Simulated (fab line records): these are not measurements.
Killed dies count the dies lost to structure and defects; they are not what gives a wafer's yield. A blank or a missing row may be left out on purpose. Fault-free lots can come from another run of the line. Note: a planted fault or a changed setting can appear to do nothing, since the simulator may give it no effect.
fab line records ; flow sky130 ; part 2 of 2: steps 24 to 35 of 35
[record] lots = 5; wafers = 15; lastDay = 50
route steps=708 shown CONTACT@432 METAL1@434 VIA1@458
lots that met no fault: taken from a fault-free run of the same line
startH: hours from the record's opening day to when the first of the lot's shown wafers began ; waitH: hours elapsed since this lot's preceding step ; " identical to the entry in the row above ; L1.1+2: several wafers, shown together as one row ; - no value, or no start given ; * or withheld: withheld ; < > ~ a bound
route shown NAME@n: NAME is a module with steps in the file, n the number in the route of the first one ; usual: mean/standard deviation of fault-free wafers ; same: alike in all rows ; chamber/n: place in a boat ; sites: the reading at each site ; _std_site: the standard deviation of these ; _edge_site: the outer-site mean with the inner-site mean subtracted ; radiusMm: for every site, how far away it sits from the centre of the wafer ; mask NAME#n: copy n ; behind: the last tool/chamber to shape the wafer ; hold: cause of the lot's hold/its duration in hours/its outcome ; device: which transistor (n, p or np) failed to switch ; end of line: the tests these same wafers got at the end of their route ; a step given without rows: its recipe and nothing more ; killed: dies that structure and defects cost at the first sort, which is not the same as the wafer's yield ; map: shows each die of a wafer: x if killed, . if not, _ if none is there
set.NAME: setting as actually run; set.NAME@STEP: the setting as run at that earlier step ; model.NAME: the simulator's own value behind a step, which no gauge read
lots at some steps of the route; a table a step, a row a wafer
services: the hour from which a tool's chamber was out of use, counted from the record's first day as startH (under 0 if before that day), plus the number of hours and why
[[steps]]
[step SKY_METAL1_STRIP_21]
[recipe] chemistry = postEtchResidueRemover; timeS = 1200; tempC = 72.5
[same] timeS = 1200
lot.wafer;tool;chamber;startH;waitH
L075.1+3+4;wetBench-02;3;784.37;0.1
L078.1+3+5;wetBench-02;1;795.14;0.1
L080.2+3+4;wetBench-02;1;833.16;0.1
L092.1+2+6;wetBench-02;2;916.92;0.1
L097.3+5+6;wetBench-04;2;934.66;0.0
[step SKY_METAL1_CLEAN_22]
[recipe] chemistry = IPA; timeS = 180; tempC = 25
[same] timeS = 180
lot.wafer;tool;chamber;startH;waitH
L075.1+3+4;wetBench-04;3;784.75;0.0
L078.1+3+5;wetBench-04;1;795.52;0.0
L080.2+3+4;wetBench-04;1;833.50;0.0
L092.1+2+6;wetBench-01;0;917.61;0.0
L097.3+5+6;wetBench-02;1;935.00;0.0
[step SKY_METAL1_CLEAN_23]
[recipe] chemistry = O3/DIW; dry = n2Spin
lot.wafer;tool;chamber;startH;waitH
L075.1+3+4;wetBench-01;1;784.80;0.0
L078.1+3+5;wetBench-02;0;795.57;0.0
L080.2+3+4;wetBench-02;1;833.57;0.0
L092.1+2+6;wetBench-04;0;917.66;0.0
L097.3+5+6;wetBench-01;1;935.06;0.0
[step SKY_VIA1_HDPCVD_00]
[recipe] material = SiO2; targetThkNm = 1030; sigmaOpenFrac = 0.3; timeS = 171.7; tempC = 400; sih4FlowSccm = 60; pressureMtorr = 6
[same] timeS = 171.7
lot.wafer;tool;chamber;startH;waitH
L075.1+3+4;hdpcvd-01;1,0,1;784.90;0.0
L078.1+3+5;hdpcvd-02;1,2,0;795.67;0.0
L080.2+3+4;hdpcvd-01;1,0,2;833.66;0.0
L092.1+2+6;hdpcvd-01;0,2,2;917.76;0.0
L097.3+5+6;hdpcvd-01;0,0,1;935.15;0.0
[step SKY_VIA1_THK_MEAS_01]
[recipe] reads = SiO2_of_VIA1_HDPCVD_00
[usual] VIA1_HDPCVD_THK = 1032/10
lot.wafer;tool;chamber;startH;waitH;VIA1_HDPCVD_THK[nm]
L075.1;filmMetro-04;-;785.07;0.1;1035
L075.3;filmMetro-04;-;785.07;0.1;1041
L075.4;filmMetro-04;-;785.07;0.1;1029
L078.1;filmMetro-04;-;795.79;0.1;1008
L078.3;filmMetro-04;-;795.79;0.1;1025
L078.5;filmMetro-04;-;795.79;0.1;1004
L080.2;filmMetro-04;-;833.78;0.1;1033
L080.3;filmMetro-04;-;833.78;0.1;1036
L080.4;filmMetro-04;-;833.78;0.1;1038
L092.1;filmMetro-04;-;917.87;0.1;1038
L092.2;filmMetro-04;-;917.87;0.1;1026
L092.6;filmMetro-04;-;917.87;0.1;1024
L097.3;filmMetro-01;-;935.28;0.1;1049
L097.5;filmMetro-01;-;935.28;0.1;1031
L097.6;filmMetro-01;-;935.28;0.1;1045
[step SKY_VIA1_CMP_02]
[recipe] material = SiO2; downForcePsi = 4; platenRpm = 60; padVelocityMS = 0.94248
[usual] motorCurrentA = 12.3/0.8; platenRpm = 60.01/0.034
lot.wafer;tool;chamber;startH;waitH;motorCurrentA;platenRpm
L075.1;cmp-02;0;785.13;0.1;13.4;59.98
L075.3;cmp-02;1;785.13;0.1;11.9;60.03
L075.4;cmp-02;3;785.13;0.1;13.0;60.03
L078.3;cmp-02;2;795.96;0.1;11.4;60.01
L078.1;cmp-02;3;795.96;0.1;13.6;60.02
L078.5;cmp-02;1;795.96;0.1;12.3;59.94
L080.4;cmp-02;0;833.88;0.1;12.5;59.95
L080.3;cmp-02;1;833.88;0.1;11.3;60.02
L080.2;cmp-02;2;833.88;0.1;12.5;60.06
L092.2;cmp-01;3;917.95;0.1;12.4;60.01
L092.1;cmp-01;1;917.95;0.1;12.2;60.07
L092.6;cmp-01;3;917.95;0.1;11.6;60.01
L097.3;cmp-01;0;935.47;0.2;11.2;60.02
L097.6;cmp-01;1;935.47;0.2;12.5;59.96
L097.5;cmp-01;2;935.47;0.2;11.8;60.03
[step SKY_VIA1_BOW_MEAS_03]
[recipe] mode = bow
[usual] VIA1_BOW = 79/6.6
lot.wafer;tool;chamber;startH;waitH;VIA1_BOW[um]
L075.1;filmMetro-03;-;785.43;0.2;68
L075.3;filmMetro-03;-;785.43;0.2;69
L075.4;filmMetro-03;-;785.43;0.2;79
L078.1;filmMetro-01;-;796.16;0.1;90
L078.3;filmMetro-01;-;796.16;0.1;78
L078.5;filmMetro-01;-;796.16;0.1;70
L080.2;filmMetro-04;-;834.15;0.1;83
L080.3;filmMetro-04;-;834.15;0.1;81
L080.4;filmMetro-04;-;834.15;0.1;84
L092.1;filmMetro-01;-;918.25;0.1;75
L092.2;filmMetro-01;-;918.25;0.1;73
L092.6;filmMetro-01;-;918.25;0.1;72
L097.3;filmMetro-03;-;935.66;0.1;81
L097.5;filmMetro-03;-;935.66;0.1;74
L097.6;filmMetro-03;-;935.66;0.1;91
[step SKY_VIA1_DEHYDRATE_04]
[recipe] tempC = 200; timeS = 60
[usual] plateTempC = 200.01/0.15
[same] timeS = 60
lot.wafer;tool;chamber;startH;waitH;plateTempC
L075.1;lithoTrack-02;0;797.72;12.3;199.71
L075.3;lithoTrack-02;0;797.72;12.3;200.12
L075.4;lithoTrack-02;0;797.72;12.3;199.73
L078.1;lithoTrack-04;0;809.35;13.2;199.99
L078.3;lithoTrack-04;0;809.35;13.2;199.85
L078.5;lithoTrack-04;0;809.35;13.2;199.94
L080.2;lithoTrack-02;0;846.89;12.7;199.77
L080.3;lithoTrack-02;0;846.89;12.7;199.73
L080.4;lithoTrack-02;0;846.89;12.7;199.76
L092.1;lithoTrack-03;0;929.57;11.3;199.89
L092.2;lithoTrack-03;0;929.57;11.3;199.65
L092.6;lithoTrack-03;0;929.57;11.3;199.89
L097.3;lithoTrack-04;0;948.35;12.7;199.96
L097.5;lithoTrack-04;0;948.35;12.7;199.89
L097.6;lithoTrack-04;0;948.35;12.7;200.07
[step SKY_VIA1_HMDS_05]
[recipe] primeTimeS = 60; primeTempC = 120
lot.wafer;tool;chamber;startH;waitH
L075.1+3+4;lithoTrack-02;0;797.87;0.1
L078.1+3+5;lithoTrack-04;0;809.50;0.1
L080.2+3+4;lithoTrack-02;0;847.04;0.1
L092.1+2+6;lithoTrack-03;0;929.72;0.1
L097.3+5+6;lithoTrack-04;0;948.50;0.1
[step SKY_VIA1_COAT_06]
[recipe] resist = BARC; tempC = withheld; timeS = withheld; spinRpm = 3000; resistThkNm = 60
[usual] spinSpeedRpm = 3000.2/2.2
lot.wafer;tool;chamber;startH;waitH;spinSpeedRpm
L075.1;lithoTrack-02;0;798.02;0.1;3003.5
L075.3;lithoTrack-02;0;798.02;0.1;3003.7
L075.4;lithoTrack-02;0;798.02;0.1;3001.1
L078.1;lithoTrack-04;0;809.65;0.1;3001.1
L078.3;lithoTrack-04;0;809.65;0.1;3003.9
L078.5;lithoTrack-04;0;809.65;0.1;3002.1
L080.2;lithoTrack-02;0;847.19;0.1;3000.5
L080.3;lithoTrack-02;0;847.19;0.1;2996.3
L080.4;lithoTrack-02;0;847.19;0.1;3001.8
L092.1;lithoTrack-03;0;929.87;0.1;3000.6
L092.2;lithoTrack-03;0;929.87;0.1;3002.4
L092.6;lithoTrack-03;0;929.87;0.1;3001.1
L097.3;lithoTrack-04;0;948.65;0.1;3001.5
L097.5;lithoTrack-04;0;948.65;0.1;3002.4
L097.6;lithoTrack-04;0;948.65;0.1;2999.3
[step SKY_VIA1_COAT_07]
[recipe] resist = KrF-thick; spinRpm = 3000; resistThkNm = 450
[usual] spinSpeedRpm = 2999.8/2
lot.wafer;tool;chamber;startH;waitH;spinSpeedRpm
L075.1;lithoTrack-02;0;-;-;2997.6
L075.3;lithoTrack-02;0;-;-;2998.8
L075.4;lithoTrack-02;0;-;-;2999.6
L078.1;lithoTrack-04;0;-;-;3002.8
L078.3;lithoTrack-04;0;-;-;2999.1
L078.5;lithoTrack-04;0;-;-;2995.6
L080.2;lithoTrack-02;0;-;-;2998.5
L080.3;lithoTrack-02;0;-;-;3002.4
L080.4;lithoTrack-02;0;-;-;3000.6
L092.1;lithoTrack-03;0;-;-;3001.7
L092.2;lithoTrack-03;0;-;-;2998.9
L092.6;lithoTrack-03;0;-;-;2998.8
L097.3;lithoTrack-04;0;-;-;2998.0
L097.5;lithoTrack-04;0;-;-;2999.3
L097.6;lithoTrack-04;0;-;-;2998.4
[step SKY_VIA1_SOFTBAKE_08]
[recipe] tempC = 100; timeS = 90; resist = KrF-thick
[usual] plateTempC = 100.03/0.12
[same] timeS = 90
lot.wafer;tool;chamber;startH;waitH;plateTempC
L075.1;lithoTrack-02;0;-;-;99.76
L075.3;lithoTrack-02;0;-;-;99.97
L075.4;lithoTrack-02;0;-;-;100.07
L078.1;lithoTrack-04;0;-;-;100.06
L078.3;lithoTrack-04;0;-;-;100.17
L078.5;lithoTrack-04;0;-;-;100.24
L080.2;lithoTrack-02;0;-;-;99.94
L080.3;lithoTrack-02;0;-;-;99.88
L080.4;lithoTrack-02;0;-;-;99.87
L092.1;lithoTrack-03;0;-;-;100.20
L092.2;lithoTrack-03;0;-;-;100.10
L092.6;lithoTrack-03;0;-;-;100.08
L097.3;lithoTrack-04;0;-;-;100.01
L097.5;lithoTrack-04;0;-;-;100.07
L097.6;lithoTrack-04;0;-;-;99.86
[[services]]
tool;chamber;startH;hours;kind
cmp-01;-;744.00;4.0;pm
pvdSputter-04;-;752.41;1.8;repair
pvdSputter-03;-;753.10;0.8;repair
hdpcvd-01;-;756.67;1.5;repair
cmp-01;-;758.75;1.3;repair
hdpcvd-01;2;767.88;36.3;repair
pvdSputter-03;-;773.69;4.9;repair
krfScanner-01;-;774.27;0.6;repair
rieMetal-04;-;791.00;2.8;pm
wetBench-01;-;794.64;5.6;repair
rieMetal-03;-;816.32;1.4;pm
krfScanner-01;-;817.60;1.0;pm
krfScanner-01;-;852.24;1.3;pm
krfScanner-01;-;854.40;0.8;pm
wetBench-01;-;859.61;0.9;repair
pvdSputter-04;-;904.16;0.9;repair
rieMetal-03;0;906.95;2.2;repair
rieMetal-04;0;908.29;1.8;repair
hdpcvd-01;-;911.80;1.4;repair
cmp-02;-;912.00;4.0;pm
cmp-01;-;918.50;5.3;pm
rieMetal-04;0;923.60;20.7;repair
cmp-01;-;926.55;3.8;repair
cmp-01;-;926.73;5.7;repair
